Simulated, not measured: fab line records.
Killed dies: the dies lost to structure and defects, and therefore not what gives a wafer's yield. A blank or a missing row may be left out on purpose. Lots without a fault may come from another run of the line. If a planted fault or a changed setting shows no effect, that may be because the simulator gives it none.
Comparing a struck lot with a sound one / flow sky130 / 33 out of 708 route steps
Sound: these wafers, L261.2, L261.3, L261.5. Wafers struck: L265.1, L265.5, L265.6. At the end, the cause is stated.
Per side, at each step with rows, come the tool, then ch with its chambers, and then its first start. Under that, the readings that differ: sound wafers / struck wafers / difference of the means / sigmas: that difference in standard deviations of wafers without a fault.
alike: a reading whose means differ by less than 2 such deviations, as well as words and numbers matching on both sides. not compared: withheld readings; readings where some wafer has no value; bounds like >300 that might hide an equal value; numbers whose values overlap and for which the record gives no deviation.
The two part at a step that has a row with sigmas, a row that says differs or no value, or rows on one side only. Non-overlapping numbers with no deviation appear without sigmas and do not part them. Lack of a reading on every wafer of one side parts them only where that side has two or more wafers.

SKY_SD_P_CD_MEAS_07: the cd target is 380 nm.
  sound on cdSem-02 at day 26 04:25; struck on cdSem-02 at day 28 04:25
reading=cdNm (nm); sound=377.7 377.8 377.3; struck=382.8 383.7 382.3; difference=+5.3; sigmas=+2
SKY_SD_P_OVL_MEAS_08:
  sound on overlay-02 at day 26 04:32; struck on overlay-02 at day 28 04:32
  alike: SD_P_OVL
next, for these wafers, 1 step has no rows: SKY_SD_P_IMPLANT_09.
SKY_SD_P_STRIP_10: strips in O2/N2.
  sound on plasmaAsher-03 ch 0,1, day 26 04:43; struck on plasmaAsher-02 ch 0,1, day 28 04:43
  alike: drypumpMotorCurrentA, oesProductAu, stripTimeToEndpointS
  not compared: rfHoursCounterH
SKY_SD_P_TW_MEAS_11:
  sound on filmMetro-04 at day 26 04:49; struck on filmMetro-03 at day 28 04:49
reading=SD_P_TW; sound=2832 2841 2839; struck=2897 2888 2899; difference=+57; sigmas=+2
then, 7 steps without rows for these wafers: SKY_RES_XHIGH_DEHYDRATE_00 (time 60 s); SKY_RES_XHIGH_HMDS_01 (prime time 60 s); SKY_RES_XHIGH_COAT_02 (resist thk 1140 nm); SKY_RES_XHIGH_SOFTBAKE_03 (time 60 s); SKY_RES_XHIGH_EXPOSE_04 (exposes mask URPM, target cd 1270 nm); SKY_RES_XHIGH_PEB_05; SKY_RES_XHIGH_DEVELOP_06 (develop time 60 s).
SKY_RES_XHIGH_IMPLANT_07:
  sound on implanter-03 ch 0, day 27 08:56; struck on implanter-03 ch 0, day 29 08:00
reading=implantIonAmu; sound=49 49 49; struck=11 11 11; difference=-38; sigmas=
reading=model.implant.rpNm (nm); sound=17.97 17.97 17.97; struck=66.37 66.37 66.37; difference=+48.40; sigmas=
reading=model.implant.drpNm (nm); sound=9.746 9.746 9.746; struck=28.3 28.3 28.3; difference=+18.6; sigmas=
SKY_RES_XHIGH_STRIP_08: strips in O2/N2.
  sound on plasmaAsher-04 ch 0,1, day 27 09:03; struck on plasmaAsher-04 ch 0,1, day 29 08:09
reading=stripTimeToEndpointS (s); sound=14.26 14.29 14.29; struck=14.22 14.19 14.17; difference=-0.09; sigmas=-2
  alike: drypumpMotorCurrentA, oesProductAu
  not compared: rfHoursCounterH
SKY_RES_XHIGH_TW_MEAS_09:
  sound on filmMetro-02 at day 27 09:10; struck on filmMetro-03 at day 29 08:29
reading=RES_XHIGH_TW; sound=1655 1647 1642; struck=1091 1093 1096; difference=-555; sigmas=-40
  not compared: hold
then, 6 steps without rows for these wafers: SKY_SD_N_HMDS_01 (prime time 60 s); SKY_SD_N_COAT_02 (resist thk 1140 nm); SKY_SD_N_SOFTBAKE_03 (time 60 s); SKY_SD_N_EXPOSE_04 (exposes mask NSDM, target cd 380 nm); SKY_SD_N_PEB_05; SKY_SD_N_DEVELOP_06 (develop time 60 s).
SKY_SD_N_CD_MEAS_07: the cd target is 380 nm.
  sound on cdSem-02 at day 28 12:20; struck on cdSem-01 at day 30 10:42
  alike: cdNm
SKY_SD_N_OVL_MEAS_08:
  sound on overlay-01 at day 28 12:26; struck on overlay-02 at day 30 10:49
reading=SD_N_OVL (nm); sound=-1.5 -1.4 -2.4; struck=3.2 4.0 3.6; difference=+5.4; sigmas=+3
then, 2 steps without rows for these wafers: SKY_SD_N_IMPLANT_09; SKY_SD_N_IMPLANT_10.
SKY_SD_N_STRIP_11: strips in O2/N2.
  sound on plasmaAsher-02 ch 0,1, day 28 12:46; struck on plasmaAsher-02 ch 0,1, day 30 11:10
  alike: drypumpMotorCurrentA, oesProductAu, stripTimeToEndpointS
  not compared: rfHoursCounterH
SKY_SD_N_TW_MEAS_12:
  sound on filmMetro-03 at day 28 12:53; struck on filmMetro-03 at day 30 11:16
  alike: SD_N_TW
then, 1 step without rows for these wafers: SKY_SD_N_CLEAN_13 (cleans in SC1/SC2, time 150 s).
SKY_SD_N_RTA_14: time 2 s.
  sound on rtpAnneal-02 ch 0, day 28 12:59; struck on rtpAnneal-01 ch 0, day 30 11:22
  alike: lampPowerPct, wafer_temp_C_max
SKY_SD_N_RS_MEAS_16: uses a four-point probe to measure.
  sound on filmMetro-03 at day 28 13:11; struck on filmMetro-02 at day 30 11:32
reading=SD_N_RS (ohm/sq); sound=68.57 68.69 68.57; struck=68.05 68.17 68.22; difference=-0.46; sigmas=-3
SKY_SD_N_RS_MEAS_17: uses a four-point probe to measure.
  sound on filmMetro-03 at day 28 13:18; struck on filmMetro-02 at day 30 11:40
reading=SD_P_RS (ohm/sq); sound=147.3 147.3 147.3; struck=145.7 145.9 146.0; difference=-1.4; sigmas=-3
SKY_SD_N_RS_MEAS_18: uses a four-point probe to measure.
  sound on filmMetro-03 at day 28 13:25; struck on filmMetro-02 at day 30 12:04
reading=RES_XHIGH_RS (ohm/sq); sound=335.3 334.7 333.6; struck=256.8 257.2 256.2; difference=-77.8; sigmas=-52
  not compared: hold
next, for these wafers, 1 step has no rows: SKY_PAD_OPEN_PROBE_99.

## WHERE THEY PART
First at SKY_SD_P_CD_MEAS_07; last, within this record, at SKY_SD_N_RS_MEAS_18.

WHY: the cause the simulator had injected
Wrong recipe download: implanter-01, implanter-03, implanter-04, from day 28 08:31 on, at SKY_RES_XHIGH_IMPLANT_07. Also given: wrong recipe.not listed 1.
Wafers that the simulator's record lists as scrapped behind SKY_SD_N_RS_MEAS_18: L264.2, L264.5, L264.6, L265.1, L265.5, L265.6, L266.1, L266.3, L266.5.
